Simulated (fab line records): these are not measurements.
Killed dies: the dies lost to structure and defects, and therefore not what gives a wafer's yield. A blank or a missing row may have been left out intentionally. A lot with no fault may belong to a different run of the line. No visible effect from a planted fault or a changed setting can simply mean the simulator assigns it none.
Which tool did it? | flow sky130 | 6 lots, 18 wafers sampled, at 2 steps of a route of 708

## WHAT THE GAUGES READ, wafer by wafer
SKY_METAL1_THK_MEAS_06: measures by xrf.
lot  | measured     | on            | METAL1_ALCU_THK (nm)
L300 | day 34 05:24 | film-metro-01 | 251.6 253.5 253.7
L301 | day 34 15:23 | film-metro-04 | 251.2 249.9 252.0
L304 | day 35 13:03 | film-metro-01 | 254.0 253.8 254.5
L307 | day 35 22:59 | film-metro-04 | 255.7 252.6 254.0
L314 | day 38 00:30 | film-metro-01 | 259.4 259.1 257.6
L316 | day 38 20:16 | film-metro-04 | 250.7 250.6 247.4

## EACH LOT AND THE TOOL THAT RAN IT (in order: tool; ch and the chambers of the sampled wafers; start)
lot  | SKY_SD_N_RTA_14
L300 | rtp-anneal-02 ch 0, day 30 14:36
L301 | rtp-anneal-02 ch 0, day 30 23:32
L304 | rtp-anneal-01 ch 0, day 32 01:58
L307 | rtp-anneal-01 ch 0, day 32 10:14
L314 | rtp-anneal-02 ch 0, day 34 12:43
L316 | rtp-anneal-02 ch 0, day 35 08:19
- SKY_SD_N_RTA_14: time 2 s.

## THE ANSWER, worked out from the rows above alone
Rule: usual is defined by the lots themselves. Put in order of their means at a reading, lots are off if they are a third of the lots or fewer, leave a main group of 4 or more, and stand apart from it by a gap of 3 or more times the standard deviation of the main group's means; of several such gaps the widest counts. A main group is skipped when, at the precision printed for the reading in the tables above, its means are all equal. A lot without any number at a reading at which 4 lots or more have one is off too. Any other lot the step has rows for is counted as sound.
None of the lots is off at any reading shown; this tells nothing.

## WHAT WAS PUT IN BY THE SIMULATOR
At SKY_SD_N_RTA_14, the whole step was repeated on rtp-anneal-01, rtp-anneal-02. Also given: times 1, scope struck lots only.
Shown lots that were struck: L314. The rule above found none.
